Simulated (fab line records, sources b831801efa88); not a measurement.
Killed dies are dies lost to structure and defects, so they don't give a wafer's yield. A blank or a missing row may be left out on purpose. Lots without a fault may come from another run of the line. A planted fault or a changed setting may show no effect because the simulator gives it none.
A struck lot beside a sound one | flow sfq_line | 13 steps out of a route of 325
Sound: wafers L128.1, L128.3, L128.5. Struck: wafer L121.6. (L121.1, L121.5 of the same lot were not struck and are left out.) The cause comes at the end.
At each step with rows: each side's tool, then ch and its chambers, then its first start. Under that, the readings that differ: sound wafers | struck wafers | difference of the means | sigmas: that difference in standard deviations of wafers without a fault.
alike: readings whose means differ by less than 2 such deviations, and words and numbers that are the same on both sides. not compared: withheld readings, readings that some wafer has no value for, bounds like >300 that may hide the same value, and numbers for which the record gives no deviation and whose values overlap.
The two part at a step that has a row with sigmas, a row that says differs or no value, or rows on one side only. Numbers that don't overlap but have no deviation are shown without sigmas and don't part them. A reading that every wafer of one side lacks parts them only if that side has two wafers or more.

first, 1 step without rows for these wafers: SFQ_TRILAYER_M7_DEP_PRE_CLEAN_176 (time 22.5 s).
SFQ_TRILAYER_M7_DEP_SPUTTER_175: material Nb, target thk 200 nm, time 133.3 s.
  sound on pvd_sputter-06, day 72 18:44; struck on pvd_sputter-06, day 67 12:27
  alike: throttle_valve_pct
SFQ_M7_RS_MEAS_943: measures by four-point-probe.
  sound on film_metro-01, day 72 18:49; struck on film_metro-03, day 67 12:32
  alike: M7_NB_RS
then, 6 steps without rows for these wafers: SFQ_TRILAYER_M7_LITHO_COAT_182 (resist thk 62 nm); SFQ_TRILAYER_M7_LITHO_COAT_177 (resist thk 600 nm); SFQ_TRILAYER_M7_LITHO_SOFTBAKE_181; SFQ_TRILAYER_M7_LITHO_EXPOSE_178 (exposes mask M7, target cd 500 nm); SFQ_TRILAYER_M7_LITHO_PEB_180 (peb time 60 s); SFQ_TRILAYER_M7_LITHO_DEVELOP_179 (time 60 s).
-- the record jumps here: 4 days lie between the struck wafers' starts before and after --
SFQ_M7_OVL_MEAS_945:
  sound on overlay-01, day 76 12:34; struck on overlay-01, day 71 06:35
  alike: M7_OVL
SFQ_TRILAYER_M7_BARC_OPEN_METAL_ETCH_229: etches BARC in O2, target depth 125 nm, time 41.7 s.
  sound on rie_metal-01 ch 0,1, day 76 12:37; struck on rie_metal-01 ch 0, day 71 06:37
  alike: drypump_motor_current_A, oes_product_au, run_length_s
  not compared: rf_hours_counter_h
SFQ_TRILAYER_M7_ETCH_METAL_ETCH_180: etches Nb in Cl2/Ar, stops on SiO2, target depth 240 nm, time 120 s.
  sound on rie_metal-01 ch 0,1, day 76 12:40; struck on rie_metal-01 ch 0, day 71 06:41
  reading                                             | sound             | struck | difference | sigmas
  oes_product_au (a.u.)                               | 0.885 0.884 0.892 | 0.927  | +0.040     | +5
  run_length_s (s)                                    | 149.0 148.9 148.6 | 144.6  | -4.2       | -10
  model.KrF_of_TRILAYER_M7_LITHO_COAT_177.thk_nm (nm) | 382.1 381.7 382.9 | 388.7  | +6.5       |
  alike: drypump_motor_current_A
  not compared: rf_hours_counter_h
SFQ_TRILAYER_M7_STRIP_STRIP_181: strips in O2.
  sound on rie_metal-01 ch 0,1, day 76 12:48; struck on rie_metal-01 ch 0, day 71 06:49
  alike: drypump_motor_current_A, oes_product_au
  not compared: rf_hours_counter_h

WHERE THEY PART
Only at SFQ_TRILAYER_M7_ETCH_METAL_ETCH_180, within this record. Later steps at which nothing parts them and some readings are alike: SFQ_TRILAYER_M7_STRIP_STRIP_181.

WHY: what the simulator had put in
Process parameter drift: rie_metal-01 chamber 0, from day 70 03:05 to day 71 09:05, at SFQ_TRILAYER_M7_ETCH_METAL_ETCH_180. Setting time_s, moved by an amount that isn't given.
